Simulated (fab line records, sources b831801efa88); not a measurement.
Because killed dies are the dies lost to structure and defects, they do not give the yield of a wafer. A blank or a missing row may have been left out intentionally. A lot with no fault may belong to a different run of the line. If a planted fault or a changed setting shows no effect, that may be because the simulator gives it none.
fab line records	flow sky130
record: lots: 12	wafers: 36	last_day: 50
route steps=708 shown FIELD_ISO@14 NWELL@34 VT_ADJUST_NCORE@126
lots that met no fault: from a run of the same line without faults
start_h: hours from the record's opening day to when the first of the lot's shown wafers began	wait_h: hours from the lot's prior step to this one	" as in the row above	L1.1+2: a row that stands for several wafers	- either no value or no given start	* or withheld: withheld	< > ~ a bound
route shown NAME@n: a module of which the file shows steps, and the number in the route of the first	usual: mean and standard deviation over wafers with no fault	same: alike in all rows	chamber/n: place in a boat	sites: per-site readings	_std_site: the values' standard deviation	_edge_site: mean of outer sites minus mean of inner sites	radius_mm: how far each site lies from the wafer's centre	mask NAME#n: copy n	behind: the tool/chamber that last shaped the wafer	hold: why the lot went on hold/how many hours it stayed there/how the hold came to an end	device: names the non-switching transistor (n, p or np)	end of line: tests run on the same wafers once the route is complete	for a step that has no rows: nothing shown but its recipe	killed: the dies lost at the first sort to structure and to defects; this is not the yield of the wafer	map: dies across one wafer; x = killed, . = not, _ = none there
set.NAME: the setting the step ran with; set.NAME@STEP: the setting that earlier step ran with	model.NAME: the simulator's own value behind a step, which no gauge read
steps of the route over a sample of lots; a table a step, a row a wafer
services: from which hour (start_h, from the record's first day; less than 0 if before it) a tool's chamber was out of use, for how many hours, and why
== steps ==
step: SKY_FIELD_ISO_CD_MEAS_13
recipe: target_cd_nm: 150
usual: cd_nm: 149.4/1.8
lot.wafer	tool	chamber	start_h	wait_h	cd_nm
L784.4	cd_sem-02	-	31.04	-	150.1
L784.5	"	-	"	"	149.2
L784.6	"	-	"	"	149.7
L785.2	cd_sem-01	-	40.12	-	150.6
L785.5	"	-	"	"	151.7
L785.6	"	-	"	"	151.9
L786.1	cd_sem-02	-	40.28	-	148.4
L786.4	"	-	"	"	148.3
L786.5	"	-	"	"	148.4
L792.2	cd_sem-01	-	70.85	-	151.5
L792.3	"	-	"	"	150.5
L792.6	"	-	"	"	151.6
L793.3	cd_sem-01	-	75.49	-	149.8
L793.4	"	-	"	"	151.4
L793.5	"	-	"	"	149.6
L797.2	cd_sem-01	-	98.90	-	151.1
L797.4	"	-	"	"	152.3
L797.5	"	-	"	"	151.5
L799.3	cd_sem-02	-	109.26	-	150.9
L799.4	"	-	"	"	150.6
L799.6	"	-	"	"	151.8
L800.2	cd_sem-02	-	111.05	-	149.9
L800.4	"	-	"	"	148.5
L800.6	"	-	"	"	147.3
L802.3	cd_sem-01	-	123.31	-	150.5
L802.4	"	-	"	"	150.6
L802.5	"	-	"	"	151.3
L803.1	cd_sem-02	-	129.82	-	149.1
L803.4	"	-	"	"	149.5
L803.6	"	-	"	"	148.7
L806.1	cd_sem-02	-	144.65	-	144.1
L806.4	"	-	"	"	144.6
L806.6	"	-	"	"	145.7
L807.1	cd_sem-02	-	148.32	-	150.3
L807.2	"	-	"	"	151.5
L807.4	"	-	"	"	151.4
step: SKY_FIELD_ISO_CVD_24
recipe: material: SiO2	target_thk_nm: 595	temp_c: 650	sigma_open_frac: 0.3	time_s: 99.2	sih4_flow_sccm: 60	pressure_mtorr: 6
lot.wafer	tool	chamber	start_h	wait_h
L784.4+5+6	hdpcvd-01	1,2,0	33.63	0.1
L785.2+5+6	hdpcvd-02	1,2,0	43.19	0.0
L786.1+4+5	hdpcvd-01	2,0,1	43.19	0.1
L792.2+3+6	hdpcvd-02	2,0,2	75.93	0.0
L793.3+4+5	hdpcvd-02	0,0,1	80.01	0.0
L797.2+4+5	hdpcvd-01	1,0,2	100.78	0.0
L799.3+4+6	hdpcvd-01	0,2,0	111.11	0.0
L800.2+4+6	hdpcvd-01	2,0,2	114.34	0.0
L802.3+4+5	hdpcvd-01	2,1,1	126.64	0.1
L803.1+4+6	hdpcvd-01	1,2,2	132.95	0.1
L806.1+4+6	hdpcvd-02	0,1,2	147.15	0.1
L807.1+2+4	hdpcvd-02	1,2,0	150.92	0.1
step: SKY_FIELD_ISO_THK_MEAS_25
recipe: reads: SiO2_of_FIELD_ISO_CVD_24
usual: FIELD_ISO_CVD_24_THK: 593/5.1
lot.wafer	tool	chamber	start_h	wait_h	FIELD_ISO_CVD_24_THK[nm]
L784.4	film_metro-02	-	33.70	0.0	591
L784.5	"	-	"	"	598
L784.6	"	-	"	"	591
L786.1	film_metro-02	-	43.26	0.0	595
L786.4	"	-	"	"	601
L786.5	"	-	"	"	589
L785.2	film_metro-01	-	43.27	0.0	602
L785.5	"	-	"	"	599
L785.6	"	-	"	"	597
L792.2	film_metro-01	-	76.01	0.0	926
L792.3	"	-	"	"	592
L792.6	"	-	"	"	600
L793.3	film_metro-02	-	80.10	0.1	598
L793.4	"	-	"	"	598
L793.5	"	-	"	"	935
L797.2	film_metro-01	-	100.86	0.0	596
L797.4	"	-	"	"	592
L797.5	"	-	"	"	596
L799.3	film_metro-03	-	111.20	0.1	588
L799.4	"	-	"	"	588
L799.6	"	-	"	"	591
L800.2	film_metro-02	-	114.42	0.0	584
L800.4	"	-	"	"	586
L800.6	"	-	"	"	578
L802.3	film_metro-03	-	126.73	0.1	587
L802.4	"	-	"	"	587
L802.5	"	-	"	"	581
L803.1	film_metro-03	-	133.06	0.1	589
L803.4	"	-	"	"	587
L803.6	"	-	"	"	594
L806.1	film_metro-01	-	147.22	0.0	596
L806.4	"	-	"	"	599
L806.6	"	-	"	"	597
L807.1	film_metro-02	-	151.00	0.0	593
L807.2	"	-	"	"	590
L807.4	"	-	"	"	594
step: SKY_FIELD_ISO_CMP_27
recipe: stop_on: Si3N4	t_overpolish_s: 16	down_force_psi: 4	platen_rpm: 60	target_thk_nm: 457.8	pad_velocity_m_s: 0.94248
usual: edge_zone_pressure_frac: 1.000/0.0051	motor_current_A: 12.4/0.77	platen_rpm: 60.00/0.039	time_to_endpoint_s: 111/3.5
lot.wafer	tool	chamber	start_h	wait_h	edge_zone_pressure_frac	motor_current_A	platen_rpm	time_to_endpoint_s
L784.4	cmp-02	0	35.80	0.1	0.996	13.1	59.93	115
L784.6	"	1	"	"	1.001	11.4	59.95	113
L784.5	"	2	"	"	1.012	12.0	59.94	116
L786.1	cmp-01	2	44.82	0.0	0.996	11.6	60.00	115
L786.4	"	0	"	"	1.005	11.1	59.95	117
L786.5	"	3	"	"	0.998	12.8	59.91	112
L785.2	cmp-02	0	44.97	0.1	1.002	12.7	59.99	112
L785.6	"	1	"	"	0.997	12.6	60.01	109
L785.5	"	2	"	"	1.012	11.8	59.97	112
L792.3	cmp-02	0	80.21	0.1	1.001	13.4	60.00	113
L792.2	"	1	"	"	0.992	11.8	60.04	166
L792.6	"	3	"	"	0.993	13.5	59.90	111
L793.4	cmp-01	0	84.10	0.1	1.003	11.8	59.98	107
L793.3	"	1	"	"	1.005	13.0	60.01	111
L793.5	"	3	"	"	1.000	12.5	60.03	174
L797.2	cmp-02	1	103.55	0.3	1.006	11.7	59.96	114
L797.4	"	2	"	"	0.993	12.8	59.99	110
L797.5	"	0	"	"	1.001	13.0	60.01	115
L799.3	cmp-02	1	114.33	0.3	0.996	11.7	60.00	117
L799.4	"	3	"	"	0.993	13.1	60.07	114
L799.6	"	0	"	"	0.997	12.8	60.01	116
L800.4	cmp-02	1	116.07	0.1	0.999	12.4	60.08	112
L800.2	"	2	"	"	0.998	12.3	59.99	110
L800.6	"	0	"	"	1.000	13.0	60.00	113
L802.3	cmp-02	1	134.36	3.9	0.994	11.9	59.97	110
L802.4	"	2	"	"	0.993	12.1	60.00	109
L802.5	"	1	"	"	0.993	12.1	60.01	111
L803.4	cmp-02	1	135.92	0.0	0.999	11.1	60.01	113
L803.1	"	3	"	"	0.996	13.1	60.02	110
L803.6	"	2	"	"	1.000	12.5	60.01	112
L806.1	cmp-02	3	149.02	0.2	1.003	13.6	59.95	114
L806.4	"	1	"	"	1.004	11.5	60.04	115
L806.6	"	2	"	"	0.997	12.3	59.98	117
L807.2	cmp-01	2	154.67	0.1	1.000	12.0	60.05	111
L807.4	"	3	"	"	1.001	12.5	60.02	109
L807.1	"	0	"	"	0.998	10.9	59.93	107
step: SKY_NWELL_THK_MEAS_02
recipe: reads: SiO2_of_NWELL_OXIDATION_01
usual: NWELL_OXIDATION_THK: 9.91/0.18
lot.wafer	tool	chamber	start_h	wait_h	NWELL_OXIDATION_THK[nm]
L784.4	film_metro-04	-	38.61	0.0	10.00
L784.5	"	-	"	"	9.84
L784.6	"	-	"	"	9.94
L786.1	film_metro-04	-	48.01	0.0	10.14
L786.4	"	-	"	"	10.23
L786.5	"	-	"	"	10.04
L785.2	film_metro-02	-	48.02	0.0	10.32
L785.5	"	-	"	"	10.14
L785.6	"	-	"	"	10.14
L792.2	film_metro-02	-	85.45	0.0	10.11
L792.3	"	-	"	"	10.06
L792.6	"	-	"	"	9.97
L793.3	film_metro-02	-	87.15	0.0	9.96
L793.4	"	-	"	"	10.03
L793.5	"	-	"	"	10.00
L797.2	film_metro-02	-	105.82	0.0	9.95
L797.4	"	-	"	"	10.07
L797.5	"	-	"	"	9.96
L799.3	film_metro-04	-	117.38	0.0	9.88
L799.4	"	-	"	"	9.77
L799.6	"	-	"	"	9.65
L800.2	film_metro-04	-	118.77	0.0	9.76
L800.4	"	-	"	"	9.80
L800.6	"	-	"	"	9.78
L803.1	film_metro-02	-	138.82	0.0	9.59
L803.4	"	-	"	"	9.70
L803.6	"	-	"	"	9.85
L802.3	film_metro-03	-	138.84	0.0	9.96
L802.4	"	-	"	"	9.94
L802.5	"	-	"	"	9.90
L806.1	film_metro-03	-	153.12	0.0	9.85
L806.4	"	-	"	"	9.91
L806.6	"	-	"	"	9.75
L807.1	film_metro-02	-	157.88	0.0	9.78
L807.2	"	-	"	"	9.66
L807.4	"	-	"	"	9.78
step: SKY_VT_ADJUST_NCORE_CD_MEAS_07
recipe: target_cd_nm: 380
usual: cd_nm: 379.7/2.7
lot.wafer	tool	chamber	start_h	wait_h	cd_nm
L784.4	cd_sem-01	-	184.56	0.1	382.0
L784.5	"	-	"	"	380.1
L784.6	"	-	"	"	380.6
L786.1	cd_sem-02	-	196.29	0.2	376.0
L786.4	"	-	"	"	377.1
L786.5	"	-	"	"	378.2
L785.2	cd_sem-01	-	198.69	0.2	376.4
L785.5	"	-	"	"	374.7
L785.6	"	-	"	"	374.2
L792.2	cd_sem-02	-	248.77	0.1	378.4
L792.3	"	-	"	"	377.8
L792.6	"	-	"	"	375.8
L793.3	cd_sem-02	-	249.17	0.1	381.7
L793.4	"	-	"	"	381.6
L793.5	"	-	"	"	381.4
L797.2	cd_sem-01	-	272.45	0.1	380.2
L797.4	"	-	"	"	381.9
L797.5	"	-	"	"	382.0
L799.3	cd_sem-02	-	291.74	0.1	382.8
L799.4	"	-	"	"	382.9
L799.6	"	-	"	"	380.5
L800.2	cd_sem-01	-	292.02	0.1	383.2
L800.4	"	-	"	"	383.9
L800.6	"	-	"	"	383.3
L803.1	cd_sem-02	-	319.85	0.1	380.4
L803.4	"	-	"	"	379.5
L803.6	"	-	"	"	380.8
L802.3	cd_sem-01	-	322.02	0.1	379.9
L802.4	"	-	"	"	382.2
L802.5	"	-	"	"	382.6
L806.1	cd_sem-02	-	340.70	0.1	379.1
L806.4	"	-	"	"	378.6
L806.6	"	-	"	"	381.8
L807.1	cd_sem-02	-	346.22	0.1	382.8
L807.2	"	-	"	"	382.2
L807.4	"	-	"	"	382.7
== services ==
tool	chamber	start_h	hours	kind
hdpcvd-02	2	12.34	27.5	repair
cmp-01	-	18.48	1.7	repair
cmp-02	-	42.81	0.6	repair
hdpcvd-02	2	47.80	6.5	repair
cmp-02	-	54.04	7.0	pm
cmp-01	-	64.00	4.0	pm
hdpcvd-01	-	66.75	15.0	pm
hdpcvd-01	0	66.75	15.0	vent_cycle
hdpcvd-01	1	66.75	15.0	vent_cycle
hdpcvd-01	2	66.75	23.2	vent_cycle
cmp-01	-	68.00	-	consumable_replace:conditioner
cmp-01	-	68.00	-	consumable_replace:pad
hdpcvd-01	2	76.79	13.2	repair
hdpcvd-01	0	81.75	-	clean
hdpcvd-01	1	81.75	-	clean
hdpcvd-01	2	81.75	-	clean
hdpcvd-01	-	86.74	1.8	repair
hdpcvd-01	-	93.40	5.5	pm
cmp-01	-	100.57	49.6	repair
hdpcvd-01	0	121.25	12.0	repair
cmp-02	-	122.04	2.9	repair
cmp-02	-	128.84	5.2	repair
== key ==
first_sign: step: SKY_FIELD_ISO_THK_MEAS_25	reading: FIELD_ISO_CVD_24_THK	direction: up	sigmas: 66	usual: 593	struck: 931
effect: step: SKY_FIELD_ISO_CMP_27	reading: time_to_endpoint_s	direction: up	sigmas: 17	usual: *	struck: *
met_at SKY_FIELD_ISO_CVD_24
struck_lots L792,L793
struck_wafers L792.2,L793.5
tester_left_out L792,L793
not_acting_at SKY_FIELD_ISO_CD_MEAS_13,SKY_NWELL_THK_MEAS_02,SKY_VT_ADJUST_NCORE_CD_MEAS_07
onset_between 43.19 75.93
fault: kind: process_parameter_drift	tool: hdpcvd-02	chamber: -	onset_h: 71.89	steps: SKY_FIELD_ISO_CVD_24	channel: target_thk_nm	offset: 334.03	shape: step	end_h: 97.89	scope: struck_wafers_only	acts_in: these_recipes_only	stated: 595
tester_left_out: of these lots the tester's yield and bins aren't shown, on N5 and GAA mostly nor the transistor test; their killed dies are dies lost to structure and defects alone, not to doping, threshold or leakage, so they don't give the yield
